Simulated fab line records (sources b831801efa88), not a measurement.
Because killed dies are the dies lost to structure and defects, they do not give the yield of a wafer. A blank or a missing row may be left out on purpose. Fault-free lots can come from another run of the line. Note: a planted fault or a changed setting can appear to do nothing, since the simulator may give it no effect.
Which tool was responsible? ; flow sky130 ; 11 lots, 33 wafers sampled, at 6 steps of a route of 708

WHAT THE GAUGES SHOWED, per wafer
SKY_SD_P_TW_MEAS_11.
lot;measured;on;SD_P_TW
L901;day 25 03:51;film_metro-03;2832 2853 2842
L902;day 25 21:37;film_metro-04;2829 2824 2830
L909;day 29 07:24;film_metro-04;2793 2803 2782
L910;day 29 11:32;film_metro-01;2807 2796 2797
L911;day 29 20:21;film_metro-03;2834 2841 2839
L916;day 31 12:01;film_metro-04;2819 2808 2812
L919;day 31 20:29;film_metro-01;2813 2812 2838
L920;day 31 23:13;film_metro-03;2860 2865 2853
L922;day 32 12:30;film_metro-04;2833 2834 2840
L921;day 32 13:49;film_metro-01;2796 2816 2819
L924;day 33 01:02;film_metro-03;2868 2852 2864

SKY_SD_N_RS_MEAS_17: the measuring method here is four-point-probe.
lot;measured;on;SD_P_RS (ohm/sq)
L901;day 27 14:56;film_metro-04;146.8 147.4 147.1
L902;day 28 08:54;film_metro-01;147.4 146.7 146.8
L909;day 31 15:31;film_metro-04;150.7 150.9 150.5
L910;day 31 19:46;film_metro-01;150.2 149.9 150.2
L911;day 32 03:12;film_metro-03;149.4 149.6 149.3
L916;day 33 18:30;film_metro-01;147.4 147.2 147.6
L919;day 34 03:44;film_metro-01;147.2 147.4 146.8
L920;day 34 06:13;film_metro-04;146.9 147.2 146.8
L922;day 34 18:33;film_metro-04;147.1 146.8 147.1
L921;day 34 19:12;film_metro-03;146.6 146.5 146.4
L924;day 35 06:19;film_metro-03;147.3 147.1 147.3

WHICH TOOL RAN EACH LOT (tool, then ch and the chambers of the sampled wafers, then the start)
lot;SKY_POLY_CUT_ETCH_11;SKY_SD_P_IMPLANT_09;SKY_SD_P_STRIP_10;SKY_RES_XHIGH_STRIP_08
L901;rie_diel-01 ch 0,1,2, day 23 22:01;implanter-04 ch 0, day 25 03:37;plasma_asher-01 ch 0,1, day 25 03:44;plasma_asher-02 ch 0,1, day 26 08:53
L902;rie_diel-02 ch 0,1,2, day 24 16:25;implanter-04 ch 0, day 25 21:23;plasma_asher-03 ch 0,1, day 25 21:31;plasma_asher-04 ch 0,1, day 27 03:21
L909;rie_diel-04 ch 1,3, day 28 03:10;implanter-02 ch 0, day 29 07:09;plasma_asher-02 ch 0,1, day 29 07:18;plasma_asher-02 ch 0,1, day 30 11:23
L910;rie_diel-02 ch 1,2,3, day 28 08:11;implanter-02 ch 0, day 29 11:20;plasma_asher-03 ch 0,1, day 29 11:26;plasma_asher-04 ch 0,1, day 30 15:11
L911;rie_diel-02 ch 1,2,3, day 28 16:43;implanter-02 ch 0, day 29 20:07;plasma_asher-02 ch 0,1, day 29 20:14;plasma_asher-02 ch 0,1, day 30 23:44
L916;rie_diel-01 ch 1,2,3, day 30 08:43;implanter-03 ch 0, day 31 11:46;plasma_asher-03 ch 0,1, day 31 11:55;plasma_asher-04 ch 0,1, day 32 15:07
L919;rie_diel-04 ch 1,2, day 30 16:58;implanter-04 ch 0, day 31 20:17;plasma_asher-03 ch 0,1, day 31 20:24;plasma_asher-04 ch 0,1, day 33 00:06
L920;rie_diel-04 ch 0,1,2, day 30 19:04;implanter-02 ch 0, day 31 22:59;plasma_asher-01 ch 0,1, day 31 23:06;plasma_asher-02 ch 0,1, day 33 02:28
L922;rie_diel-01 ch 1,2,3, day 31 08:33;implanter-03 ch 0, day 32 12:15;plasma_asher-02 ch 0,1, day 32 12:24;plasma_asher-02 ch 0,1, day 33 15:10
L921;rie_diel-02 ch 0,1,2, day 31 09:54;implanter-02 ch 0, day 32 13:36;plasma_asher-01 ch 0,1, day 32 13:44;plasma_asher-04 ch 0,1, day 33 15:47
L924;rie_diel-04 ch 0,3, day 31 21:04;implanter-02 ch 0, day 33 00:47;plasma_asher-03 ch 0,1, day 33 00:56;plasma_asher-02 ch 0,1, day 34 02:52
- SKY_POLY_CUT_ETCH_11: etches Si3N4 in CF4/CH2F2/Ar, stops on poly-Si, time 42.5 s, target depth 60 nm.
- SKY_SD_P_IMPLANT_09
- SKY_SD_P_STRIP_10: strips in O2/N2.
- SKY_RES_XHIGH_STRIP_08: strips in O2/N2.

AS READ BY THE TOOLS THEMSELVES (means over the sampled wafers that have a number; for cases with no such wafer, the mark the record gives instead)
SKY_POLY_CUT_ETCH_11.
lot;tool;drypump_motor_current_A (A);oes_product_au (a.u.);throttle_valve_pct (%)
L901;rie_diel-01;5.6;0.828;14.996
L902;rie_diel-02;6.2;0.813;14.993
L909;rie_diel-04;5.8;0.831;14.994
L910;rie_diel-02;5.9;0.830;14.995
L911;rie_diel-02;5.8;0.821;14.990
L916;rie_diel-01;5.5;0.827;14.990
L919;rie_diel-04;5.6;0.833;14.981
L920;rie_diel-04;5.2;0.824;14.997
L922;rie_diel-01;5.5;0.833;14.989
L921;rie_diel-02;6.2;0.834;14.993
L924;rie_diel-04;5.0;0.831;14.998

SKY_SD_P_IMPLANT_09.
lot;tool;beam_energy_keV;dose_ions_cm2
L901;implanter-04;20.000;3.0014e+15
L902;implanter-04;19.985;2.9975e+15
L909;implanter-02;19.126;2.9969e+15
L910;implanter-02;19.119;2.9984e+15
L911;implanter-02;19.121;3.0000e+15
L916;implanter-03;20.002;2.9983e+15
L919;implanter-04;20.003;2.9979e+15
L920;implanter-02;20.001;3.0004e+15
L922;implanter-03;20.001;2.9969e+15
L921;implanter-02;19.997;2.9992e+15
L924;implanter-02;19.995;3.0009e+15

SKY_SD_P_STRIP_10.
lot;tool;drypump_motor_current_A (A);oes_product_au (a.u.);strip_time_to_endpoint_s (s)
L901;plasma_asher-01;5.49;0.621;17.54
L902;plasma_asher-03;5.14;0.616;17.52
L909;plasma_asher-02;5.51;0.625;17.33
L910;plasma_asher-03;5.24;0.621;17.35
L911;plasma_asher-02;5.53;0.622;17.36
L916;plasma_asher-03;5.14;0.613;17.53
L919;plasma_asher-03;5.14;0.621;17.48
L920;plasma_asher-01;5.61;0.620;17.49
L922;plasma_asher-02;5.51;0.613;17.53
L921;plasma_asher-01;5.58;0.624;17.56
L924;plasma_asher-03;5.27;0.616;17.52

SKY_RES_XHIGH_STRIP_08.
lot;tool;drypump_motor_current_A (A);oes_product_au (a.u.);strip_time_to_endpoint_s (s)
L901;plasma_asher-02;5.5;0.715;14.31
L902;plasma_asher-04;5.9;0.704;14.29
L909;plasma_asher-02;5.5;0.706;14.31
L910;plasma_asher-04;5.4;0.713;14.31
L911;plasma_asher-02;5.5;0.711;14.25
L916;plasma_asher-04;5.4;0.712;14.37
L919;plasma_asher-04;5.9;0.710;14.26
L920;plasma_asher-02;5.6;0.710;14.25
L922;plasma_asher-02;5.6;0.709;14.29
L921;plasma_asher-04;5.4;0.712;14.27
L924;plasma_asher-02;5.6;0.710;14.32

THE ANSWER, worked out from the rows above alone
Rule: the usual values come from the lots themselves. Put in order of their means at a reading, lots are off if they are a third of the lots or fewer, leave a main group of 4 or more, and stand apart from it by a gap of 3 or more times the standard deviation of the main group's means; of several such gaps the widest counts. A main group whose means are all the same, to the digits that the tables above print for the reading, isn't used. A lot without any number at a reading at which 4 lots or more have one is off too. All remaining lots with rows at the step are treated as sound. First the gauges in route order, then the tools' own readings, where a lot's mean is used as printed above. The first step at which some lot is off is used, and at that step the reading that is off furthest; a lot without a number counts as furthest.
Off: L909, L910, L911, at SKY_SD_N_RS_MEAS_17 (SD_P_RS). The main group has a mean of 147.0 ohm/sq with a standard deviation of 0.25.
A tool fits if, at a process step before that reading, it ran every lot that is off, and no sound lot after the first of them. The gauges at SKY_SD_N_RS_MEAS_17 aren't tried: what is off there is off at SKY_SD_P_IMPLANT_09 too, on other tools, and a gauge's error can't cause that. Of those tried, none fits.

WHAT WAS PUT IN BY THE SIMULATOR
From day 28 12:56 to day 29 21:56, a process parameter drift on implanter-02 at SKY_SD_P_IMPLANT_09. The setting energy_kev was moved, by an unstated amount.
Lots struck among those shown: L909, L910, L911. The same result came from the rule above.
